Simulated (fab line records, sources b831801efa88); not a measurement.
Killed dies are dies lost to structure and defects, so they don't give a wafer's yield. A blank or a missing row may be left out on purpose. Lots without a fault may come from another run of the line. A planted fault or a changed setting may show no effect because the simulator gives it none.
fab line records | flow sky130
record lots=14 wafers=42 last_day=50
route steps=708 shown NWELL@34 VT_ADJUST_HVTP@94 POLY_GATE@236 LDD_N@244 PAD_OPEN@708
lots that met no fault: from a run of the same line without faults
start_h: hours from the record's first day to the start of the lot's first wafer shown | wait_h: hours since the lot's step before | " the same as in the row above | L1.1+2: a row that stands for several wafers | - no value, or no start given | * or withheld: withheld | < > ~ a bound
route shown NAME@n: a module of which the file shows steps, and the number in the route of the first | usual: mean/standard deviation of fault-free wafers | same: alike in all rows | chamber/n: place in a boat | sites: the reading at each site | _std_site: their standard deviation | _edge_site: outer sites' mean less inner sites' | radius_mm: how far each site lies from the wafer's centre | mask NAME#n: copy n | behind: the tool/chamber that last shaped the wafer | hold: why the lot was held/for how many hours/how that ended | device: the transistor (n, p or np) that didn't switch | end of line: the same wafers' tests at the end of the route | a step without rows: its recipe alone | killed: dies lost to structure and defects at the first sort, not the wafer's yield | map: a wafer's dies, x killed, . not, _ none there
set.NAME: the setting as run; set.NAME@STEP: as run at that earlier step | model.NAME: the simulator's own value behind a step, which no gauge read
steps of the route over a sample of lots; a table a step, a row a wafer
services: from which hour (start_h, from the record's first day; less than 0 if before it) a tool's chamber was out of use, for how many hours, and why
## steps
# step SKY_NWELL_THK_MEAS_02
# recipe reads=SiO2_of_NWELL_OXIDATION_01
# usual NWELL_OXIDATION_THK=9.97/0.19
# columns lot.wafer tool chamber start_h wait_h NWELL_OXIDATION_THK[nm]
L364.2 film_metro-04 - 37.19 0.0 9.97
L364.5 " - " " 10.03
L364.6 " - " " 9.98
L365.1 film_metro-02 - 41.03 0.0 9.48
L365.2 " - " " 9.43
L365.3 " - " " 9.84
L366.3 film_metro-04 - 44.86 0.0 10.17
L366.4 " - " " 10.12
L366.5 " - " " 10.13
L367.1 film_metro-04 - 50.43 0.0 10.11
L367.3 " - " " 10.21
L367.4 " - " " 10.14
L368.1 film_metro-02 - 56.26 0.0 9.74
L368.2 " - " " 9.71
L368.5 " - " " 9.75
L369.1 film_metro-04 - 61.43 0.0 9.63
L369.2 " - " " 9.63
L369.3 " - " " 9.44
L370.1 film_metro-01 - 66.88 0.0 9.75
L370.2 " - " " 9.87
L370.6 " - " " 9.65
L371.1 film_metro-02 - 72.44 0.0 9.98
L371.2 " - " " 9.90
L371.5 " - " " 9.97
L377.3 film_metro-02 - 103.35 0.0 9.84
L377.4 " - " " 9.69
L377.6 " - " " 9.68
L380.1 film_metro-01 - 119.91 0.0 9.94
L380.3 " - " " 10.07
L380.5 " - " " 10.06
L381.1 film_metro-04 - 124.85 0.0 9.93
L381.2 " - " " 9.79
L381.5 " - " " 10.02
L385.2 film_metro-04 - 145.94 0.0 9.98
L385.4 " - " " 10.18
L385.5 " - " " 10.15
L386.1 film_metro-04 - 149.74 0.0 10.21
L386.3 " - " " 10.10
L386.5 " - " " 10.27
L387.2 film_metro-04 - 157.04 0.0 10.15
L387.3 " - " " 10.11
L387.6 " - " " 10.01
# step SKY_VT_ADJUST_HVTP_IMPLANT_09
# recipe species=As energy_kev=150 dose_cm2=4.3e+12 tilt_deg=withheld
# usual beam_energy_keV=149.99/0.046
# columns lot.wafer tool chamber start_h wait_h beam_energy_keV
L364.2 implanter-02 0 121.44 0.0 150.06
L364.5 " 0 " " 149.97
L364.6 " 0 " " 150.06
L365.1 implanter-02 0 123.67 0.0 149.95
L365.2 " 0 " " 149.94
L365.3 " 0 " " 149.88
L366.3 implanter-02 0 130.37 0.1 149.99
L366.4 " 0 " " 150.02
L366.5 " 0 " " 149.96
L367.1 implanter-02 0 136.97 0.0 149.95
L367.3 " 0 " " 150.02
L367.4 " 0 " " 150.02
L368.1 implanter-02 0 143.01 0.0 150.08
L368.2 " 0 " " 150.00
L368.5 " 0 " " 149.95
L369.1 implanter-01 0 149.12 0.0 150.03
L369.2 " 0 " " 149.98
L369.3 " 0 " " 150.00
L370.1 implanter-01 0 156.47 0.0 150.03
L370.2 " 0 " " 150.07
L370.6 " 0 " " 149.97
L371.1 implanter-01 0 164.86 0.0 149.98
L371.2 " 0 " " 149.95
L371.5 " 0 " " 150.02
L377.3 implanter-03 0 201.51 0.1 150.00
L377.4 " 0 " " 149.94
L377.6 " 0 " " 149.97
L380.1 implanter-03 0 222.71 0.0 149.94
L380.3 " 0 " " 149.93
L380.5 " 0 " " 150.01
L381.1 implanter-02 0 227.92 0.0 150.00
L381.2 " 0 " " 149.99
L381.5 " 0 " " 149.91
L385.2 implanter-03 0 253.76 0.0 164.32
L385.4 " 0 " " 164.26
L385.5 " 0 " " 164.28
L386.1 implanter-03 0 259.67 0.0 164.22
L386.3 " 0 " " 164.29
L386.5 " 0 " " 164.21
L387.2 implanter-03 0 268.34 0.0 164.28
L387.3 " 0 " " 164.20
L387.6 " 0 " " 164.25
# step SKY_POLY_GATE_CD_MEAS_22
# usual cd_nm=150.1/2.3
# columns lot.wafer tool chamber start_h wait_h cd_nm
L364.2 cd_sem-02 - 365.09 0.1 149.9
L364.5 " - " " 151.3
L364.6 " - " " 150.8
L365.1 cd_sem-01 - 370.59 0.1 148.5
L365.2 " - " " 144.4
L365.3 " - " " 149.8
L366.3 cd_sem-02 - 380.52 0.1 151.5
L366.4 " - " " 150.0
L366.5 " - " " 150.4
L367.1 cd_sem-01 - 391.42 0.1 150.4
L367.3 " - " " 150.6
L367.4 " - " " 153.6
L368.1 cd_sem-01 - 398.50 0.1 152.9
L368.2 " - " " 152.5
L368.5 " - " " 154.7
L369.1 cd_sem-01 - 407.46 0.1 146.0
L369.2 " - " " 149.3
L369.3 " - " " 145.7
L370.1 cd_sem-01 - 417.39 0.1 150.6
L370.2 " - " " 150.5
L370.6 " - " " 148.9
L371.1 cd_sem-02 - 430.51 0.1 148.0
L371.2 " - " " 151.1
L371.5 " - " " 149.5
L377.3 cd_sem-01 - 487.42 0.1 149.8
L377.4 " - " " 150.9
L377.6 " - " " 148.8
L380.1 cd_sem-01 - 511.62 0.1 149.9
L380.3 " - " " 147.1
L380.5 " - " " 150.2
L381.1 cd_sem-01 - 516.21 0.1 153.8
L381.2 " - " " 148.2
L381.5 " - " " 150.8
L385.2 cd_sem-02 - 549.00 0.1 151.9
L385.4 " - " " 148.9
L385.5 " - " " 154.7
L386.1 cd_sem-02 - 558.11 0.1 149.4
L386.3 " - " " 151.2
L386.5 " - " " 151.9
L387.2 cd_sem-02 - 571.80 0.1 151.1
L387.3 " - " " 147.3
L387.6 " - " " 148.1
# step SKY_LDD_N_OVL_MEAS_07
# usual LDD_N_OVL=0.9/1.2
# columns lot.wafer tool chamber start_h wait_h LDD_N_OVL[nm]
L364.2 overlay-01 - 393.66 0.1 -0.9
L364.5 " - " " 0.0
L364.6 " - " " 0.6
L365.1 overlay-02 - 399.45 0.1 0.4
L365.2 " - " " 2.2
L365.3 " - " " 2.7
L366.3 overlay-01 - 409.17 0.1 1.6
L366.4 " - " " 0.5
L366.5 " - " " -1.8
L367.1 overlay-01 - 420.46 0.1 1.8
L367.3 " - " " 2.6
L367.4 " - " " 1.8
L368.1 overlay-02 - 428.31 0.1 2.2
L368.2 " - " " 2.1
L368.5 " - " " 3.1
L369.1 overlay-02 - 437.51 0.1 2.2
L369.2 " - " " 1.1
L369.3 " - " " 2.4
L370.1 overlay-01 - 447.91 0.1 1.2
L370.2 " - " " 0.7
L370.6 " - " " 1.3
L371.1 overlay-02 - 461.81 0.1 2.3
L371.2 " - " " 2.2
L371.5 " - " " 3.6
L377.3 overlay-02 - 517.67 0.1 -0.2
L377.4 " - " " -0.7
L377.6 " - " " 0.1
L380.1 overlay-02 - 541.50 0.1 0.0
L380.3 " - " " 0.2
L380.5 " - " " -0.7
L381.1 overlay-01 - 546.46 0.1 -0.9
L381.2 " - " " 0.0
L381.5 " - " " -0.4
L385.2 overlay-01 - 578.22 0.1 1.4
L385.4 " - " " 0.3
L385.5 " - " " 1.7
L386.1 overlay-02 - 587.35 0.1 1.7
L386.3 " - " " -0.3
L386.5 " - " " 1.8
L387.2 overlay-02 - 600.86 0.1 0.7
L387.3 " - " " 1.1
L387.6 " - " " 0.8
# step SKY_PAD_OPEN_PROBE_99
# usual killed_at_M0_to_M3=42/6.6 killed_at_M4_up=3.0/1.8 killed_at_contacts=25/5.1 killed_at_front_end=15/4.4 killed_at_other=0.3/0.56 killed_dies=86/8.6 killed_open=47/6.9 killed_short=38/6
# same gross_dies=492 killed_at_back_side=0
# columns lot.wafer tool chamber start_h wait_h killed_at_M0_to_M3 killed_at_M4_up killed_at_contacts killed_at_front_end killed_at_other killed_dies killed_open killed_short
L371.1 prober-02 - 1117.53 0.1 44 1 23 11 1 80 48 32
L371.2 prober-02 - 1117.58 0.1 32 3 29 12 0 76 32 44
L371.5 prober-02 - 1117.73 0.2 49 2 31 17 0 99 55 44
# killed by level:class
L371.1 VIA1:geometric_particle:open=12 VIA2:geometric_particle:open=10 CONTACT:geometric_particle:open=9 LI_CONTACT:geometric_particle:open=7 FIELD_ISO:geometric_particle:short=5 LOCAL_INTERCONNECT:geometric_particle:short=4 VIA2:geometric_particle:short=4 CONTACT:geometric_particle:short=3
L371.2 METAL2:geometric_particle:short=9 LI_CONTACT:geometric_particle:short=7 LI_CONTACT:geometric_particle:open=7 CONTACT:geometric_particle:open=7 VIA2:geometric_particle:open=5 FIELD_ISO:geometric_particle:open=4 LOCAL_INTERCONNECT:geometric_particle:short=4 METAL1:geometric_particle:short=4
L371.5 VIA1:geometric_particle:open=13 CONTACT:geometric_particle:open=10 LI_CONTACT:geometric_particle:open=8 METAL1:geometric_particle:short=7 POLY_GATE:geometric_particle:open=5 METAL2:geometric_particle:short=5 VIA3:geometric_particle:open=5 FIELD_ISO:geometric_particle:open=4
## services
# columns tool chamber start_h hours kind
implanter-02 - 99.74 3.9 pm
implanter-02 - 105.01 6.7 repair
implanter-01 - 119.32 6.8 repair
implanter-03 - 188.61 3.0 pm
implanter-03 - 191.58 4.6 pm
implanter-02 - 192.71 1.5 repair
## key
first_sign step=SKY_VT_ADJUST_HVTP_IMPLANT_09 reading=beam_energy_keV direction=up sigmas=99+ usual=* struck=*
effect none on later readings
met_at SKY_VT_ADJUST_HVTP_IMPLANT_09
struck_lots L385,L386,L387
tester_left_out L385,L386,L387
not_acting_at SKY_NWELL_THK_MEAS_02,SKY_POLY_GATE_CD_MEAS_22,SKY_LDD_N_OVL_MEAS_07
onset_between 222.71 253.76
fault kind=process_parameter_drift tool=implanter-03 chamber=- onset_h=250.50 steps=SKY_VT_ADJUST_HVTP_IMPLANT_09 channel=energy_kev offset=* shape=step end_h=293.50 acts_in=* stated=*
# tester_left_out: of these lots the tester's yield and bins aren't shown, on N5 and GAA mostly nor the transistor test; their killed dies are dies lost to structure and defects alone, not to doping, threshold or leakage, so they don't give the yield
